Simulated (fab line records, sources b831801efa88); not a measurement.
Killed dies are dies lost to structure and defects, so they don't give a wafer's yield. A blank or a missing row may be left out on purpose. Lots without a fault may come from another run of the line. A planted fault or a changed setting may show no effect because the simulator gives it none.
Problem report in the 8D (eight disciplines) form, filled by code | flow sky130 | the parts of the form that need people (team, actions taken, sign-off) are left out

1. THE PROBLEM
LOCAL_INTERCONNECT_TIN_RS at SKY_LOCAL_INTERCONNECT_RS_MEAS_01 reads a mean of 9.78 ohm/sq on 3 wafers of 2 lots; wafers without a fault read 14.10 ohm/sq with a standard deviation of 0.15. That is -29 standard deviations from the usual mean.
The step: measures by four-point-probe.
First seen on wafer L862.3, day 32 12:47, on film_metro-01. The record holds 18 wafers of 6 lots with a number at this step. Rule for "out", or "out of limits": more than 4 standard deviations from the usual mean. The other wafers with a number count as sound.

2. WHAT IT IS AND WHAT IT IS NOT
question                    | is                        | is not
which readings at this step | LOCAL_INTERCONNECT_TIN_RS | -
which lots                  | L862, L865                | L858, L867, L869, L872
which wafers of those lots  | L862.3, L862.5, L865.2    | L862.6, L865.1, L865.6
read on which gauges        | film_metro-01             | film_metro-02, film_metro-04
when                        | from day 32 12:47         | up to then (4 sound wafers); but 11 sound wafers of L865, L867, L869, L872 came after

3. SUSPECTS, AND WHAT RULES EACH OUT
Counting: a tool at a process step up to the reading stays a suspect if it ran every lot that is out. Sound lots after the first of them don't rule it out here, since some wafers of a struck lot are sound.
- the gauge at SKY_LOCAL_INTERCONNECT_RS_MEAS_01: ruled out. All the wafers that are out were read on film_metro-01, but those of them that SKY_LOCAL_INTERCONNECT_METAL_ETCH_14 has rows for are out there too, on other tools.
- pvd_sputter-04 at SKY_LI_CONTACT_SPUTTER_19 (material Ti, target thk 20 nm, time 106.37 s): kept. It ran every lot that is out, first L862 (day 32 11:56).
- cmp-01 at SKY_LI_CONTACT_CMP_24 (polishes, stops on PSG, t overpolish 20 s, target thk 0 nm): kept. It ran every lot that is out, first L862 (day 32 12:23).
- pvd_sputter-02 at SKY_LOCAL_INTERCONNECT_SPUTTER_00 (material TiN, target thk 100 nm, time 83.3 s): kept. It ran every lot that is out, first L862 (day 32 12:41); its last sound lot up to then is L858 (day 31 16:10).
Left after counting: pvd_sputter-04 at SKY_LI_CONTACT_SPUTTER_19, cmp-01 at SKY_LI_CONTACT_CMP_24, pvd_sputter-02 at SKY_LOCAL_INTERCONNECT_SPUTTER_00.

4. THE CAUSE (what the simulator had put in)
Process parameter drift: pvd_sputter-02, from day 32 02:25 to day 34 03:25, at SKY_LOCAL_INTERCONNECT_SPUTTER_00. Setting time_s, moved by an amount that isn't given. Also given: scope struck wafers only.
Counting left 3 suspects, and this tool is among them.

5. THE CHAIN OF EFFECTS, in route order
Each row: a reading whose mean over the struck wafers that have a number lies more than 3 standard deviations from the usual. Only readings for which the record gives a usual standard deviation are gone through. hours: the time from each lot's start at the first step in this table that gives one to its start at this step, as a median over the lots. sigmas: the change in usual standard deviations.
hours | step                                 | reading                    | usual        | on struck wafers | change | sigmas
0     | SKY_LOCAL_INTERCONNECT_RS_MEAS_01    | LOCAL_INTERCONNECT_TIN_RS  | 14.10 ohm/sq | 9.78             | -4.32  | -29
0     | SKY_LOCAL_INTERCONNECT_THK_MEAS_02   | LOCAL_INTERCONNECT_TIN_THK | 100.6 nm     | 143.1            | +42.5  | +39
26    | SKY_LOCAL_INTERCONNECT_METAL_ETCH_14 | oes_product_au             | 0.943 a.u.   | 0.992            | +0.049 | +6.6
26    | SKY_LOCAL_INTERCONNECT_METAL_ETCH_14 | throttle_valve_pct         | 21.900 %     | 21.870           | -0.030 | -3.1
The process steps in it:
- SKY_LOCAL_INTERCONNECT_METAL_ETCH_14: etches TiN in Cl2/BCl3, stops on PSG, target depth 110 nm, time 31.4 s.
Later measuring or inspecting steps at which every struck wafer that the step has a row for has a number for every such reading, and none has moved that far: SKY_LOCAL_INTERCONNECT_CD_MEAS_11, SKY_LOCAL_INTERCONNECT_OVL_MEAS_12.

6. WHAT WOULD HAVE CAUGHT IT SOONER
In this record the first reading out of limits at a measuring or inspecting step was taken at day 32 12:47, 10 hours after the fault began at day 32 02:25.
Of the tool readings at SKY_LOCAL_INTERCONNECT_SPUTTER_00 for which the record gives a usual standard deviation, none was out on any struck wafer, so an alarm limit of 4 standard deviations on them would not have fired.
Of the lots that are out (2), L865 began SKY_LOCAL_INTERCONNECT_SPUTTER_00 on pvd_sputter-02 after day 32 12:47. A hold on the tool at that time would have spared it.
